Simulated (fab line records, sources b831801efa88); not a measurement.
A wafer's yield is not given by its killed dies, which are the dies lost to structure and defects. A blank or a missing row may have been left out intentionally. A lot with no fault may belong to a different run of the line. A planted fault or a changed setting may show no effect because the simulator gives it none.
What tool caused it? -- flow sky130 -- 33 wafers from 11 lots sampled at 2 of the route's 708 steps

WHAT THE GAUGES READ, wafer by wafer
SKY_POLY_GATE_THK_MEAS_01.
lot,measured,on,POLY_GATE_CVD_00_THK (nm)
L804,day 13 21:59,film_metro-04,180.4 178.7 180.2
L806,day 14 18:51,film_metro-04,179.1 176.9 179.5
L807,day 15 03:11,film_metro-02,181.0 179.5 181.0
L809,day 15 23:30,film_metro-02,179.2 178.9 180.2
L813,day 17 07:27,film_metro-01,116.8 118.3 117.5
L814,day 17 12:01,film_metro-04,118.2 118.1 116.8
L822,day 20 10:33,film_metro-04,181.1 181.9 180.7
L823,day 20 19:50,film_metro-01,180.6 180.7 178.4
L824,day 21 01:01,film_metro-04,181.2 182.5 182.8
L826,day 21 20:50,film_metro-02,181.7 183.5 182.9
L827,day 21 19:36,film_metro-02,180.4 180.4 179.8

TOOL THAT RAN EACH LOT (tool first, then ch and the chambers of the sampled wafers, then the start)
lot,SKY_POLY_GATE_CVD_00
L804,"lpcvd-01 ch 0, day 13 20:46"
L806,"lpcvd-01 ch 0, day 14 17:37"
L807,"lpcvd-01 ch 0, day 15 01:59"
L809,"lpcvd-01 ch 1, day 15 22:18"
L813,"lpcvd-01 ch 1, day 17 06:15"
L814,"lpcvd-01 ch 1, day 17 10:48"
L822,"lpcvd-01 ch 0, day 20 09:21"
L823,"lpcvd-01 ch 1, day 20 18:37"
L824,"lpcvd-01 ch 1, day 20 23:49"
L826,"lpcvd-01 ch 0, day 21 19:38"
L827,"lpcvd-01 ch 1, day 21 18:23"
- SKY_POLY_GATE_CVD_00: deposits poly-Si, target thk 180 nm, time 720 s.

THE ANSWER, worked out from the rows above alone
Rule: the lots themselves supply what counts as usual. The widest of any qualifying gaps counts: lots, ordered by their means at a reading, are off when they make up no more than a third of the lots, leave a main group of 4 or more, and stand apart from it by 3 or more times the standard deviation of that group's means. A main group whose means are all the same, to the digits that the tables above print for the reading, isn't used. A lot without any number at a reading at which 4 lots or more have one is off too. The other lots that the step has rows for count as sound.
Off: L813, L814, at SKY_POLY_GATE_THK_MEAS_01 (POLY_GATE_CVD_00_THK). For the main group the mean is 180.5 nm and the standard deviation 1.3.
If a tool, at a process step before that reading, ran all the lots that are off and no sound lot after the first of them, it fits. Those tools and the gauges at SKY_POLY_GATE_THK_MEAS_01 are tried in the same way. Of those tried, none fits.

WHAT HAD BEEN PUT IN BY THE SIMULATOR
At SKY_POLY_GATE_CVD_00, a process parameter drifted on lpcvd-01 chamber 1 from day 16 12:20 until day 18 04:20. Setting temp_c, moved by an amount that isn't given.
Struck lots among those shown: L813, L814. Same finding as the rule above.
